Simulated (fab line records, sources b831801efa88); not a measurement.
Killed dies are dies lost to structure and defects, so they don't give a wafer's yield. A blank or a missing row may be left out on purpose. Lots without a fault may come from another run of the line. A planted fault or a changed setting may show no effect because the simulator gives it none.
Which tool did it? | flow sky130 | 14 lots, 42 wafers sampled, at 2 steps of a route of 708

WHAT THE GAUGES READ, wafer by wafer
The record holds no reading of a measuring or inspecting step that can be judged against a usual standard deviation.

WHICH TOOL RAN EACH LOT (tool, then ch and the chambers of the sampled wafers, then the start)
lot  | SKY_VT_ADJUST_PCH_STRIP_09           | SKY_PAD_OPEN_PROBE_99
L426 | plasma_asher-02 ch 0,1, day 10 14:58 | -
L428 | plasma_asher-04 ch 0,1, day 10 22:29 | -
L427 | plasma_asher-02 ch 0,1, day 11 02:57 | -
L429 | plasma_asher-01 ch 0,1, day 11 11:36 | prober-01, day 46 08:04
L431 | plasma_asher-02 ch 0,1, day 12 01:26 | -
L433 | plasma_asher-01 ch 0,1, day 12 20:28 | -
L435 | plasma_asher-01 ch 0,1, day 13 02:38 | prober-01, day 47 14:45
L440 | plasma_asher-02 ch 0,1, day 15 00:10 | -
L442 | plasma_asher-04 ch 0,1, day 15 10:20 | -
L443 | plasma_asher-04 ch 0,1, day 15 18:12 | -
L446 | plasma_asher-01 ch 0,1, day 16 19:44 | prober-01, day 50 13:33
L447 | plasma_asher-04 ch 0,1, day 17 03:08 | -
L448 | plasma_asher-01 ch 0,1, day 17 05:56 | -
L449 | plasma_asher-01 ch 1, day 17 17:39   | -
- SKY_VT_ADJUST_PCH_STRIP_09: strips in O2/N2.
- SKY_PAD_OPEN_PROBE_99

WHAT THE TOOLS THEMSELVES READ (means of the sampled wafers that have a number; where no wafer has one, the mark that the record gives instead)
SKY_VT_ADJUST_PCH_STRIP_09. Usual: drypump_motor_current_A 5.8 A, standard deviation 0.45; o2_flow_sccm 3001 sccm, standard deviation 9.7; oes_product_au 0.722 a.u., standard deviation 0.0052; strip_time_to_endpoint_s 36.91 s, standard deviation 0.11.
lot  | tool            | drypump_motor_current_A (A) | o2_flow_sccm (sccm) | oes_product_au (a.u.) | strip_time_to_endpoint_s (s) | flag
L426 | plasma_asher-02 | 5.9                         | 2993                | 0.722                 | 36.88                        |
L428 | plasma_asher-04 | 5.6                         | 3002                | 0.720                 | 37.01                        |
L427 | plasma_asher-02 | 6.0                         | 2991                | 0.720                 | 36.93                        |
L429 | plasma_asher-01 | 6.1                         | 3006                | 0.715                 | 36.72                        |
L431 | plasma_asher-02 | 5.9                         | 2995                | 0.718                 | 36.89                        |
L433 | plasma_asher-01 | 5.7                         | 2995                | 0.754                 | 34.73                        | OFF
L435 | plasma_asher-01 | 5.7                         | 3002                | 0.761                 | 34.78                        | OFF
L440 | plasma_asher-02 | 5.9                         | 3019                | 0.724                 | 37.00                        |
L442 | plasma_asher-04 | 5.6                         | 2997                | 0.726                 | 36.90                        |
L443 | plasma_asher-04 | 5.5                         | 3012                | 0.722                 | 36.90                        |
L446 | plasma_asher-01 | 6.1                         | 3000                | 0.719                 | 36.86                        |
L447 | plasma_asher-04 | 5.5                         | 2994                | 0.717                 | 36.93                        |
L448 | plasma_asher-01 | 5.7                         | 3015                | 0.721                 | 36.93                        |
L449 | plasma_asher-01 | 5.3                         | 3008                | 0.720                 | 36.81                        |

SKY_PAD_OPEN_PROBE_99. Usual: killed_at_M0_to_M3 44, standard deviation 7.9; killed_at_M4_up 3.1, standard deviation 1.9; killed_at_contacts 24, standard deviation 4.6; killed_at_front_end 16, standard deviation 4.9; killed_at_other 0.3, standard deviation 0.6; killed_dies 87, standard deviation 9.7; killed_open 48, standard deviation 7.2; killed_short 39, standard deviation 5.6.
lot  | tool      | killed_at_M0_to_M3 | killed_at_M4_up | killed_at_contacts | killed_at_front_end | killed_at_other | killed_dies | killed_open | killed_short | flag
L429 | prober-01 | 44                 | 4.3             | 19                 | 18                  | 0.0             | 85          | 47          | 37           |
L435 | prober-01 | 49                 | 3.3             | 21                 | 14                  | 0.3             | 87          | 51          | 36           |
L446 | prober-01 | 49                 | 5.0             | 26                 | 14                  | 0.0             | 93          | 56          | 36           |

THE ANSWER, worked out from the rows above alone
Rule: a lot is off if the mean of its wafers that have a number lies more than 3 standard deviations from the usual mean. A lot without any number at a reading at which 4 lots or more have one is off too. The other lots that the step has rows for count as sound. The gauges are gone through in route order, then the tools' own readings, and for those a lot's mean is taken as printed above. The first step at which some lot is off is used, and at that step the reading that is off furthest; a lot without a number counts as furthest.
Off: L433, L435, at SKY_VT_ADJUST_PCH_STRIP_09 (strip_time_to_endpoint_s).
A tool fits if, at that step or a process step before it, it ran every lot that is off, and no sound lot after the first of them. None of those tried fits.

WHAT THE SIMULATOR HAD PUT IN
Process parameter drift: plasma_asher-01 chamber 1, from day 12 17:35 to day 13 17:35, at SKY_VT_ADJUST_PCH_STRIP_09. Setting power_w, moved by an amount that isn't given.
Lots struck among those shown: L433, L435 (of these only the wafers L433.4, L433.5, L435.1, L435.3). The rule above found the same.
